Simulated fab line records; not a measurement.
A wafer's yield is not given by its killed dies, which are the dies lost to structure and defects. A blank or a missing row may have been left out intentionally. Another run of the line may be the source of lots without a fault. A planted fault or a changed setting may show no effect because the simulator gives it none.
8D (eight disciplines) problem report, filled in by code	flow gf180mcu	the parts of the form that need people (team, actions taken, sign-off) are left out

== 1. THE PROBLEM ==
spin_speed_rpm at GF_HV_LDD_COAT_14 reads a mean of 3130.3 rpm on 6 wafers of 2 lots; wafers without a fault read 3000.3 rpm with a standard deviation of 1.9. Relative to the usual mean, that is a shift of +68 standard deviations.
The step: resist thk 1000 nm.
The first sign was on wafer L801.1 at day 13 12:50, on litho_track-03. The record holds 39 wafers of 13 lots with a number at this step. Rule for "out", or "out of limits": more than 4 standard deviations from the usual mean. The other wafers with a number count as sound.

== 2. WHAT THIS IS AND IS NOT ==
question	is	is not
which readings at this step	spin_speed_rpm	dispense_pressure_kPa, resist_line_temp_C
which lots	L801, L803	L791, L792, L793, L794, L795, L796, L797, L798, L809, L810, L813
which wafers of those lots	all that have a number	-
read on which tools	litho_track-03	litho_track-01, litho_track-02
when	from day 13 12:50	up to then (24 sound wafers); but 9 sound wafers of L809, L810, L813 came after

== 3. WHAT RULES OUT EACH SUSPECT ==
Counting: a tool stays on the suspect list if, at a process step up to the reading, it processed all lots that are out and no sound lot following the first of them.
- litho_track-03 at GF_HV_LDD_COAT_14 (resist thk 1000 nm): kept. It ran every lot that is out, first L801 (day 13 12:50), and no sound lot after that; its last sound lot up to then is L798 (day 12 10:48). Out on those wafers are its own readings of spin_speed_rpm.
Left after counting: litho_track-03 at GF_HV_LDD_COAT_14.

== 4. THE CAUSE (what the simulator had put in) ==
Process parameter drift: litho_track-03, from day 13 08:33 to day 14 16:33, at GF_HV_LDD_COAT_14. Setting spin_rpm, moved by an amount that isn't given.
The count eliminated every tool but this one.

== 5. THE EFFECT CHAIN, in route order ==
Each row: a reading where the mean over the struck wafers with a number is more than 3 standard deviations away from the usual. Only readings for which the record gives a usual standard deviation are gone through. hours: the time from each lot's start at the first step in this table that gives one to its start at this step, as a median over the lots. sigmas: the change in usual standard deviations.
hours	step	reading	usual	on struck wafers	change	sigmas
0	GF_HV_LDD_COAT_14	spin_speed_rpm	3000.3 rpm	3130.3	+130.0	+68
11	GF_HV_LDD_STRIP_22	strip_time_to_endpoint_s	12.62 s	12.39	-0.23	-5.9
It contains these process steps:
- GF_HV_LDD_COAT_14: resist thk 1000 nm.
- GF_HV_LDD_STRIP_22: strips in O2/N2.

== 6. WHAT WOULD HAVE CAUGHT IT SOONER ==
In this record no reading fell out of limits until day 13 12:50, 4 hours after the fault had begun at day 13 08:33.
